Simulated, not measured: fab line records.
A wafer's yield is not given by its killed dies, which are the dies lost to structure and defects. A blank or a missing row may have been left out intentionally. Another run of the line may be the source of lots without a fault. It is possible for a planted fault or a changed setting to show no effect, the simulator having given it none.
Chamber matching :: flow gf180mcu :: GF_V1_ETCH_16 on rie-diel-03: 4 sister chambers
The step etches BARC in N2/H2. 16 wafers are shown with their chamber, then 8 later ones without.

WAFERS PAIRED WITH THEIR CHAMBERS
wafer: L075.2
chamber: 0
drypump-motor-current-A (A): 5.6
throttle-valve-pct (%): 13.220
oes-product-au (a.u.): 0.852

wafer: L075.3
chamber: 2
drypump-motor-current-A (A): 5.6
throttle-valve-pct (%): 13.222
oes-product-au (a.u.): 0.861

wafer: L075.6
chamber: 2
drypump-motor-current-A (A): 5.5
throttle-valve-pct (%): 13.241
oes-product-au (a.u.): 0.856

wafer: L077.1
chamber: 0
drypump-motor-current-A (A): 5.6
throttle-valve-pct (%): 13.224
oes-product-au (a.u.): 0.860

wafer: L077.3
chamber: 1
drypump-motor-current-A (A): 5.2
throttle-valve-pct (%): 13.221
oes-product-au (a.u.): 0.855

wafer: L077.4
chamber: 2
drypump-motor-current-A (A): 5.6
throttle-valve-pct (%): 13.230
oes-product-au (a.u.): 0.855

wafer: L079.1
chamber: 0
drypump-motor-current-A (A): 5.6
throttle-valve-pct (%): 13.197
oes-product-au (a.u.): 0.853

wafer: L079.2
chamber: 3
drypump-motor-current-A (A): 5.0
throttle-valve-pct (%): 13.221
oes-product-au (a.u.): 0.856

wafer: L079.3
chamber: 1
drypump-motor-current-A (A): 5.2
throttle-valve-pct (%): 13.224
oes-product-au (a.u.): 0.845

wafer: L080.1
chamber: 2
drypump-motor-current-A (A): 5.5
throttle-valve-pct (%): 13.239
oes-product-au (a.u.): 0.860

wafer: L080.2
chamber: 1
drypump-motor-current-A (A): 5.2
throttle-valve-pct (%): 13.227
oes-product-au (a.u.): 0.857

wafer: L080.3
chamber: 3
drypump-motor-current-A (A): 5.0
throttle-valve-pct (%): 13.219
oes-product-au (a.u.): 0.860

wafer: L086.1
chamber: 1
drypump-motor-current-A (A): 5.3
throttle-valve-pct (%): 13.238
oes-product-au (a.u.): 0.852

wafer: L086.2
chamber: 3
drypump-motor-current-A (A): 5.0
throttle-valve-pct (%): 13.221
oes-product-au (a.u.): 0.850

wafer: L086.3
chamber: 2
drypump-motor-current-A (A): 5.5
throttle-valve-pct (%): 13.232
oes-product-au (a.u.): 0.860

wafer: L090.2
chamber: 0
drypump-motor-current-A (A): 5.6
throttle-valve-pct (%): 13.217
oes-product-au (a.u.): 0.852

SIGNATURES, as means of the wafers listed above
reading: drypump-motor-current-A
chamber 0: 5.600
chamber 1: 5.225
chamber 2: 5.540
chamber 3: 5.000
scatter within a chamber: 0.0403

reading: throttle-valve-pct
chamber 0: 13.21450
chamber 1: 13.22750
chamber 2: 13.23280
chamber 3: 13.22033
scatter within a chamber: 0.00832

reading: oes-product-au
chamber 0: 0.85425
chamber 1: 0.85225
chamber 2: 0.85840
chamber 3: 0.85533
scatter within a chamber: 0.00416
Rule: distance of a wafer from a chamber = root of the sum over the readings of ((wafer's reading minus chamber's mean) / reading's scatter) squared. The wafer belongs to the nearest chamber; if the next one is less than 2 further off, it can't be placed. How the scatter is found: for the shown wafers, subtract from each reading the mean of its chamber, square and add these, divide the total by (wafers less chambers), then take the root.

WAFERS WITHOUT THEIR CHAMBER
wafer: L090.3
drypump-motor-current-A (A): 5.5
throttle-valve-pct (%): 13.224
oes-product-au (a.u.): 0.857

wafer: L090.4
drypump-motor-current-A (A): 5.6
throttle-valve-pct (%): 13.236
oes-product-au (a.u.): 0.855

wafer: L096.4
drypump-motor-current-A (A): 5.0
throttle-valve-pct (%): 13.226
oes-product-au (a.u.): 0.863

wafer: L096.5
drypump-motor-current-A (A): 5.5
throttle-valve-pct (%): 13.228
oes-product-au (a.u.): 0.853

wafer: L096.6
drypump-motor-current-A (A): 5.0
throttle-valve-pct (%): 13.225
oes-product-au (a.u.): 0.843

wafer: L097.1
drypump-motor-current-A (A): 5.5
throttle-valve-pct (%): 13.224
oes-product-au (a.u.): 0.861

wafer: L097.4
drypump-motor-current-A (A): 5.2
throttle-valve-pct (%): 13.232
oes-product-au (a.u.): 0.860

wafer: L097.5
drypump-motor-current-A (A): 5.2
throttle-valve-pct (%): 13.224
oes-product-au (a.u.): 0.864

EACH ONE'S CHAMBER
wafer: L090.3
from the rows above: can't be placed: 2 or 0
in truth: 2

wafer: L090.4
from the rows above: can't be placed: 2 or 0
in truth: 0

wafer: L096.4
from the rows above: 3
in truth: 3

wafer: L096.5
from the rows above: can't be placed: 2 or 0
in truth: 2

wafer: L096.6
from the rows above: 3
in truth: 3

wafer: L097.1
from the rows above: can't be placed: 2 or 0
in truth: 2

wafer: L097.4
from the rows above: 1
in truth: 1

wafer: L097.5
from the rows above: 1
in truth: 1
4 of 8 placed correctly. These rows do not allow placing 4 (true chamber among the candidates in 4). Number placed wrongly: 0.
